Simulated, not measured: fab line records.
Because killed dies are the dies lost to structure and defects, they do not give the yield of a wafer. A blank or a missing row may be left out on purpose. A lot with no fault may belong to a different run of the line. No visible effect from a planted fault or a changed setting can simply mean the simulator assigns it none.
Struck lot and sound lot, side by side :: flow gf180mcu :: 18 out of 602 route steps
Sound: these wafers, L659.1, L659.3, L659.6. Struck: wafer L664.5 (L664.2, L664.4, from the same lot, were not struck and are left out); the cause is given at the end.
Per side, at each step with rows, come the tool, then ch with its chambers, and then its first start. Under that, the readings that differ: sound wafers :: struck wafers :: difference of the means :: sigmas: that difference in standard deviations of wafers without a fault.
alike: readings whose means differ by less than 2 such deviations, and words and numbers that are the same on both sides. not compared: withheld readings, readings that some wafer has no value for, bounds like >300 that may hide the same value, and numbers for which the record gives no deviation and whose values overlap.
The two part at a step that has a row with sigmas, a row that says differs or no value, or rows on one side only. Non-overlapping numbers with no deviation appear without sigmas and do not part them. Lack of a reading on every wafer of one side parts them only where that side has two or more wafers.

first, 2 steps without rows for these wafers: GF_CONTACT_PEB_12 (peb time 90 s); GF_CONTACT_DEVELOP_13 (develop time 60 s).
GF_CONTACT_CD_MEAS_14 targets a cd of 220 nm.
  sound: cd sem-01 at day 16 01:34; struck: cd sem-02 at day 17 22:30
  alike: cd nm
GF_CONTACT_OVL_MEAS_15:
  sound: overlay-01 at day 16 01:41; struck: overlay-02 at day 17 22:36
  alike: CONTACT_OVL
GF_CONTACT_ETCH_16: etches BARC in N2/H2.
  sound on rie diel-03 ch 0,2, day 16 01:44; struck on rie diel-01 ch 3, day 17 22:38
reading: throttle valve pct (%)
sound: 13.222 13.219 13.212
struck: 13.248
difference: +0.030
sigmas: +3
  alike: drypump motor current A, h2 flow sccm, oes product au
GF_CONTACT_ETCH_17: etches SiO2 in C4F8/O2/Ar, stops on CoSi2, target depth 860 nm.
  sound: rie diel-03 ch 0,2; struck: rie diel-01 ch 3
  alike: oes product au
then, 4 steps without rows for these wafers: GF_CONTACT_STRIP_18 (strips in O2/N2); GF_CONTACT_CLEAN_19 (cleans in SPM); GF_CONTACT_CLEAN_20 (cleans in DIW); GF_CONTACT_CLEAN_21 (cleans in dHF, time 20 s).
GF_CONTACT_SPUTTER_22: material Ti, target thk 15 nm, time 80.02 s.
  sound: pvd sputter-02 at day 16 02:11; struck: pvd sputter-03 at day 17 23:05
  alike: chamber pressure pa, throttle valve pct
GF_CONTACT_SPUTTER_23: material TiN, target thk 10 nm, time 40 s.
  sound: pvd sputter-02 at day 16 02:15; struck: pvd sputter-03 at day 17 23:09
  alike: chamber pressure pa, throttle valve pct
GF_CONTACT_CVD_24: deposits W, target thk 300 nm, time 90.339 s.
  sound on cvd w-02 ch 0,1, day 16 02:17; struck on cvd w-02 ch 0, day 17 23:11
reading: model.W_of_CONTACT_CVD_24.thk nm (nm)
sound: 292 295 292.6
struck: 214.9
difference: -78.3
sigmas: 
  alike: heater power w
GF_CONTACT_RS_MEAS_25: measurement is done with a four-point probe.
  sound: film metro-03 at day 16 02:23; struck: film metro-04 at day 17 23:19
reading: CONTACT_W_RS (ohm/sq)
sound: 0.393 0.389 0.393
struck: 0.535
difference: +0.143
sigmas: +36
GF_CONTACT_THK_MEAS_26: measures by xrf.
  sound: film metro-03 at day 16 02:31; struck: film metro-04 at day 17 23:25
reading: CONTACT_W_THK (nm)
sound: 286 288 288
struck: 211
difference: -76
sigmas: -22
GF_CONTACT_CMP_27: polishes, stops on SiO2, t overpolish 15 s, target thk 0 nm.
  sound on cmp-01 ch 0,1, day 16 02:37; struck on cmp-02 ch 0, day 17 23:59
reading: time to endpoint s (s)
sound: 66.1 71.2 67.5
struck: 51.5
difference: -16.8
sigmas: -6
  alike: motor current A
GF_M1_SPUTTER_00: material Ti, target thk 37.5 nm, time 150 s.
  sound: pvd sputter-04 at day 16 02:52; struck: pvd sputter-04 at day 18 00:14
reading: throttle valve pct (%)
sound: 30.7 30.7 30.7
struck: 28.8
difference: -1.9
sigmas: -3
  alike: chamber pressure pa
GF_PASSIVATION_PROBE_99:
  the record holds rows for the sound wafers here (prober-01, day 29 02:16) but none for the struck ones

== WHERE THEY PART ==
Earliest at GF_CONTACT_ETCH_16; latest, in this record, at GF_PASSIVATION_PROBE_99.

WHY: the cause the simulator had injected
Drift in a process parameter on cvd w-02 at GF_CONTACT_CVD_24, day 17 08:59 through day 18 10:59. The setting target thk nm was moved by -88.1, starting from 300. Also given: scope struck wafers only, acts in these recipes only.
